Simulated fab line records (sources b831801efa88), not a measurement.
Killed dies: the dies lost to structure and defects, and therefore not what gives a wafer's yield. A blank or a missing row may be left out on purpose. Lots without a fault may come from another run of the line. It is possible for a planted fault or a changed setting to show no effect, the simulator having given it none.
The same fault as seen by 2 desks / flow sky130 / what lay behind the numbers comes last; until then each desk has only its own

== FOR THE TOOL OWNER'S DESK: rie diel-03 ==
The tool's own readings at SKY_VIA3_ETCH_14 (etches BARC in N2/H2, stops on SiO2, time 45.9 s, target depth 60 nm): means of the sampled wafers that have a number, for each lot that ran on this tool. Marked OUT: a lot whose mean sits more than 4 standard deviations from the usual mean, which makes it out of limits; the brackets give that distance.
Columns: A = drypump motor current A at SKY_VIA3_ETCH_14, usual 5.8 A; B = oes product au at SKY_VIA3_ETCH_14, usual 0.855 a.u.; C = run length s at SKY_VIA3_ETCH_14, usual 74.3 s; D = throttle valve pct at SKY_VIA3_ETCH_14, usual 13.225 %
lot=L159; first seen here=day 39 15:46; A=6.0; B=0.859; C=73.7; D=13.231
lot=L165; first seen here=day 41 12:37; A=5.9; B=0.910 (+11) OUT; C=71.7 (-5.1) OUT; D=13.237
lot=L166; first seen here=day 41 17:37; A=5.7; B=0.911 (+11) OUT; C=71.6 (-5.3) OUT; D=13.238
lot=L178; first seen here=day 46 06:25; A=6.0; B=0.858; C=74.0; D=13.212
lot=L179; first seen here=day 46 07:48; A=5.7; B=0.852; C=74.9; D=13.224
lot=L177; first seen here=day 46 10:14; A=5.9; B=0.853; C=74.2; D=13.222
This desk's verdict: out of limits on L165, L166, starting with L165 at day 41 12:37 (oes product au at SKY_VIA3_ETCH_14). Within limits: L159, L178, L179, L177.

== METROLOGY DESK ==
What the gauges read for every lot (on any tool): the sampled wafers with a number, averaged. Marked OUT: a lot whose mean sits more than 4 standard deviations from the usual mean, which makes it out of limits; the brackets give that distance.
Columns: A = VIA3_HDPCVD_THK at SKY_VIA3_THK_MEAS_01, usual 1639 nm
lot=L159; first seen here=day 38 14:12; A=1649
lot=L160; first seen here=day 38 19:01; A=1668
lot=L162; first seen here=day 39 11:02; A=1648
lot=L165; first seen here=day 40 12:00; A=1638
lot=L166; first seen here=day 40 17:27; A=1630
lot=L171; first seen here=day 42 03:16; A=1634
lot=L176; first seen here=day 43 21:38; A=1636
lot=L178; first seen here=day 45 09:07; A=1651
lot=L181; first seen here=day 45 10:44; A=1644
lot=L179; first seen here=day 45 11:16; A=1670
lot=L177; first seen here=day 45 13:17; A=1645
lot=L180; first seen here=day 45 16:56; A=1666
This desk's finding: nothing out of limits on any of the 12 lots.

== ALL TOGETHER ==
On L165, L166, at day 41 12:37, an alarm was possible from the tool owner's desk.
The metrology desk saw nothing out of limits.
The metrology desk holds a record of L165, L166, inside its limits.
SKY_VIA3_ETCH_14 was run on rie diel-03 by each of the lots named.

== WHAT WAS PUT IN BY THE SIMULATOR ==
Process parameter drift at SKY_VIA3_ETCH_14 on rie diel-03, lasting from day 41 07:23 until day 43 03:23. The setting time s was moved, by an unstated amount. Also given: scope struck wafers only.
Shown lots that were struck: L165, L166.
Each desk's first reading out of limits, in hours after the fault started: the tool owner's desk, 5.
